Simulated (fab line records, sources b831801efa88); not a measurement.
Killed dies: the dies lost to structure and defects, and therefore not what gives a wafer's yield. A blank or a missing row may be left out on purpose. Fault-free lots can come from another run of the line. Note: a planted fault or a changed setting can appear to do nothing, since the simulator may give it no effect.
Which tool did it? | flow gf180mcu | Sampling: 11 lots, 33 wafers, 6 of 602 route steps

== WHAT THE GAUGES SHOWED, per wafer ==
GF_HV_LDD_TW_MEAS_11. Usual: HV_LDD_TW 2419, standard deviation 16.
lot  | measured     | on            | HV_LDD_TW      | flag
L544 | day 10 00:44 | film_metro-03 | 2431 2439 2446 |
L545 | day 10 15:26 | film_metro-01 | 2409 2390 2396 |
L548 | day 11 15:11 | film_metro-03 | 2430 2434 2426 |
L550 | day 12 05:29 | film_metro-01 | 2411 2409 2402 |
L551 | day 12 08:33 | film_metro-04 | 2436 2416 2434 |
L553 | day 12 21:44 | film_metro-01 | 2408 2414 2410 |
L554 | day 13 09:50 | film_metro-03 | 2438 2443 2437 |
L556 | day 13 19:29 | film_metro-01 | 2408 2401 2403 |
L562 | day 15 16:56 | film_metro-03 | 2437 2423 2453 |
L565 | day 16 18:08 | film_metro-03 | 2422 2420 2427 |
L567 | day 17 07:11 | film_metro-01 | 2405 2396 2407 |

GF_HV_LDD_THK_MEAS_57. Usual: HV_LDD_CVD_56_THK 90.1 nm, standard deviation 1.1.
lot  | measured     | on            | HV_LDD_CVD_56_THK (nm) | flag
L544 | day 12 12:43 | film_metro-04 | 90.6 91.1 91.2         |
L545 | day 13 05:34 | film_metro-04 | 92.8 91.9 91.6         |
L548 | day 14 06:24 | film_metro-03 | 90.9 91.6 90.8         |
L550 | day 14 23:23 | film_metro-01 | 91.5 90.9 92.3         |
L551 | day 15 01:54 | film_metro-03 | 90.3 89.4 90.3         |
L553 | day 15 16:53 | film_metro-01 | 91.2 90.1 90.2         |
L554 | day 16 06:26 | film_metro-03 | 86.7 87.8 87.9         |
L556 | day 16 16:51 | film_metro-01 | 90.0 90.1 90.1         |
L562 | day 18 16:56 | film_metro-01 | 90.6 91.4 90.8         |
L565 | day 19 22:04 | film_metro-04 | 89.5 89.2 89.6         |
L567 | day 20 11:31 | film_metro-01 | 90.4 89.3 90.7         |

GF_PSD_TW_MEAS_11. Usual: PSD_TW 3187, standard deviation 31.
lot  | measured     | on            | PSD_TW         | flag
L544 | day 14 05:36 | film_metro-03 | 3172 3197 3205 |
L545 | day 15 00:05 | film_metro-03 | 3215 3221 3202 |
L548 | day 16 01:56 | film_metro-03 | 3180 3200 3186 |
L550 | day 16 20:32 | film_metro-04 | 3181 3182 3190 |
L551 | day 16 22:50 | film_metro-02 | 3138 3137 3143 |
L553 | day 17 14:59 | film_metro-03 | 3221 3231 3250 |
L554 | day 18 05:20 | film_metro-03 | 3208 3209 3221 |
L556 | day 18 16:30 | film_metro-03 | 3201 3214 3201 |
L562 | day 20 18:33 | film_metro-02 | 3514 3526 3540 | OFF
L565 | day 22 00:06 | film_metro-04 | 3577 3582 3577 | OFF
L567 | day 22 12:40 | film_metro-04 | 3198 3177 3194 |

GF_PSD_RS_MEAS_15: measures by four-point-probe. Usual: PSD_RS 108.5 ohm/sq, standard deviation 0.3.
lot  | measured     | on            | PSD_RS (ohm/sq)   | flag
L544 | day 14 05:56 | film_metro-02 | 109.1 108.8 108.7 |
L545 | day 15 00:28 | film_metro-02 | 108.4 108.4 108.5 |
L548 | day 16 02:17 | film_metro-03 | 108.4 108.3 107.7 |
L550 | day 16 20:52 | film_metro-02 | 108.7 109.1 108.6 |
L551 | day 16 23:10 | film_metro-04 | 108.4 108.5 108.4 |
L553 | day 17 15:18 | film_metro-02 | 108.9 108.8 108.6 |
L554 | day 18 05:39 | film_metro-04 | 109.2 109.0 108.9 |
L556 | day 18 16:49 | film_metro-02 | 109.0 108.9 108.9 |
L562 | day 20 19:02 | film_metro-03 | 98.0 98.2 97.9    | OFF
L565 | day 22 00:25 | film_metro-03 | 97.7 97.9 97.7    | OFF
L567 | day 22 12:59 | film_metro-03 | 108.7 108.3 108.5 |

== WHICH TOOL RAN EACH LOT (tool, then ch and the chambers of the sampled wafers, then the start) ==
lot  | GF_PSD_IMPLANT_09               | GF_PSD_STRIP_10
L544 | implanter-04 ch 0, day 14 05:23 | plasma_asher-01 ch 0,1, day 14 05:31
L545 | implanter-03 ch 0, day 14 23:52 | plasma_asher-04 ch 0,1, day 15 00:00
L548 | implanter-03 ch 0, day 16 01:43 | plasma_asher-01 ch 0,1, day 16 01:52
L550 | implanter-04 ch 0, day 16 20:18 | plasma_asher-04 ch 0,1, day 16 20:25
L551 | implanter-01 ch 0, day 16 22:37 | plasma_asher-04 ch 0, day 16 22:44
L553 | implanter-01 ch 0, day 17 14:44 | plasma_asher-04 ch 0,1, day 17 14:53
L554 | implanter-01 ch 0, day 18 05:05 | plasma_asher-03 ch 0,1, day 18 05:14
L556 | implanter-04 ch 0, day 18 16:16 | plasma_asher-03 ch 0,1, day 18 16:23
L562 | implanter-01 ch 0, day 20 18:00 | plasma_asher-04 ch 0,1, day 20 18:26
L565 | implanter-03 ch 0, day 21 23:33 | plasma_asher-03 ch 0,1, day 21 23:59
L567 | implanter-01 ch 0, day 22 12:25 | plasma_asher-01 ch 0,1, day 22 12:34
- GF_PSD_IMPLANT_09
- GF_PSD_STRIP_10: strips in O2/N2.

== AS READ BY THE TOOLS THEMSELVES (means over the sampled wafers that have a number; for cases with no such wafer, the mark the record gives instead) ==
GF_PSD_IMPLANT_09. Usual: tilt_deg 7.002 degrees, standard deviation 0.018.
lot  | tool         | tilt_deg (degrees) | flag
L544 | implanter-04 | 6.989              |
L545 | implanter-03 | 6.988              |
L548 | implanter-03 | 7.008              |
L550 | implanter-04 | 6.998              |
L551 | implanter-01 | 7.010              |
L553 | implanter-01 | 6.983              |
L554 | implanter-01 | 7.031              |
L556 | implanter-04 | 7.004              |
L562 | implanter-01 | 6.995              |
L565 | implanter-03 | 6.995              |
L567 | implanter-01 | 7.036              |

GF_PSD_STRIP_10. Usual: drypump_motor_current_A 5.56 A, standard deviation 0.071; heater_power_w 304 W, standard deviation 26; oes_product_au 0.592 a.u., standard deviation 0.0042; strip_time_to_endpoint_s 16.54 s, standard deviation 0.041.
lot  | tool            | drypump_motor_current_A (A) | heater_power_w (W) | oes_product_au (a.u.) | strip_time_to_endpoint_s (s) | flag
L544 | plasma_asher-01 | 5.62                        | 332                | 0.593                 | 16.52                        |
L545 | plasma_asher-04 | 5.48                        | 309                | 0.593                 | 16.50                        |
L548 | plasma_asher-01 | 5.63                        | 332                | 0.592                 | 16.52                        |
L550 | plasma_asher-04 | 5.49                        | 308                | 0.590                 | 16.56                        |
L551 | plasma_asher-04 | 5.47                        | 319                | 0.594                 | 16.57                        |
L553 | plasma_asher-04 | 5.54                        | 300                | 0.592                 | 16.56                        |
L554 | plasma_asher-03 | 5.60                        | 296                | 0.596                 | 16.47                        |
L556 | plasma_asher-03 | 5.62                        | 296                | 0.585                 | 16.52                        |
L562 | plasma_asher-04 | 5.51                        | 306                | 0.551                 | 18.89                        | OFF
L565 | plasma_asher-03 | 5.63                        | 283                | 0.547                 | 18.93                        | OFF
L567 | plasma_asher-01 | 5.57                        | 314                | 0.590                 | 16.54                        |

== THE ANSWER, worked out from the rows above alone ==
Rule: a lot is off if the mean of its wafers that have a number lies more than 3 standard deviations from the usual mean. Also off: a lot with no number at a reading for which 4 or more lots have one. The other lots that the step has rows for count as sound. First the gauges in route order, then the tools' own readings, where a lot's mean is used as printed above. At the first step where some lot is off, the reading lying furthest off is the one used; lots without a number count as furthest.
Off: L562, L565, seen at GF_PSD_TW_MEAS_11 (PSD_TW).
If a tool, at a process step before that reading, ran all the lots that are off and no sound lot after the first of them, it fits. The gauges at GF_PSD_TW_MEAS_11 aren't tried: what is off there is off at GF_PSD_RS_MEAS_15 too, on other tools, and a gauge's error can't cause that. No candidate that was tried fits.

== WHAT THE SIMULATOR HAD PUT IN ==
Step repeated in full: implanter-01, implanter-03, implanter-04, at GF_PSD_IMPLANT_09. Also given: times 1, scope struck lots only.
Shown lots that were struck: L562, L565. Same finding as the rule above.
